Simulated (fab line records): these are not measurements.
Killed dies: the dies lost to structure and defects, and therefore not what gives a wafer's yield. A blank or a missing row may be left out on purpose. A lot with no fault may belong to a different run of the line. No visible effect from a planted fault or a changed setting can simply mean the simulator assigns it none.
A single fault, viewed from 2 desks | flow gf180mcu | only its own numbers are on each desk; what lay behind them is given at the end

## THE METROLOGY DESK
Means of the sampled wafers that have a number, per lot and without regard to the tool the lot ran on: this is what the gauges read. The brackets show how far a lot's mean lies from the usual mean; more than 4 standard deviations puts the lot out of limits, marked OUT.
Columns: A = M4_ALCU_THK at GF_M4_THK_MEAS_06, usual 442 nm
lot  | first seen here | A
L271 | day 22 07:44    | 434
L272 | day 22 21:09    | 452
L273 | day 22 23:28    | 442
L275 | day 24 04:35    | 441
L277 | day 25 00:35    | 445
L279 | day 25 07:33    | 445
L281 | day 26 04:18    | 442
L283 | day 26 17:41    | 439
L284 | day 26 21:24    | 456
L286 | day 27 18:52    | 438
L288 | day 28 06:19    | 446
L290 | day 28 21:33    | 449
L291 | day 29 03:54    | 432
L294 | day 29 21:27    | 446
This desk found nothing out of limits on any of the 14 lots.

## DESK OF THE TOOL OWNER: lithoTrack-02
The tool's own readings at GF_HV_LDD_HMDS_13 (prime time 60 s): means of the sampled wafers that have a number, for each lot that ran on this tool. The brackets show how far a lot's mean lies from the usual mean; more than 4 standard deviations puts the lot out of limits, marked OUT.
Columns: A = primeTempC at GF_HV_LDD_HMDS_13, usual 120.02 C; B = resistLineTempC at GF_HV_LDD_HMDS_13, usual 22.99 C
lot  | first seen here | A                | B
L275 | day 11 19:21    | 119.86           | 22.94
L279 | day 12 19:45    | 120.09           | 22.86
L283 | day 14 05:47    | 127.09 (+50) OUT | 23.06
L284 | day 14 07:30    | 126.95 (+50) OUT | 22.96
This desk's verdict: out of limits on L283, L284, starting with L283 at day 14 05:47 (primeTempC at GF_HV_LDD_HMDS_13). L275, L279: within limits.

## PUT TOGETHER
At day 14 05:47, on L283, L284, the tool owner's desk was in a position to raise an alarm.
From the metrology desk's view, nothing was out of limits.
The metrology desk holds a record of L283, L284, inside its limits.
On lithoTrack-02, each named lot ran GF_HV_LDD_HMDS_13.

## WHAT HAD BEEN PUT IN BY THE SIMULATOR
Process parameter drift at GF_HV_LDD_HMDS_13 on lithoTrack-02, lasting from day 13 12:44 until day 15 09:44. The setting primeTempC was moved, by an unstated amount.
Shown lots that were struck: L283, L284.
Each desk's first reading out of limits, in hours after the fault started: the tool owner's desk, 17.
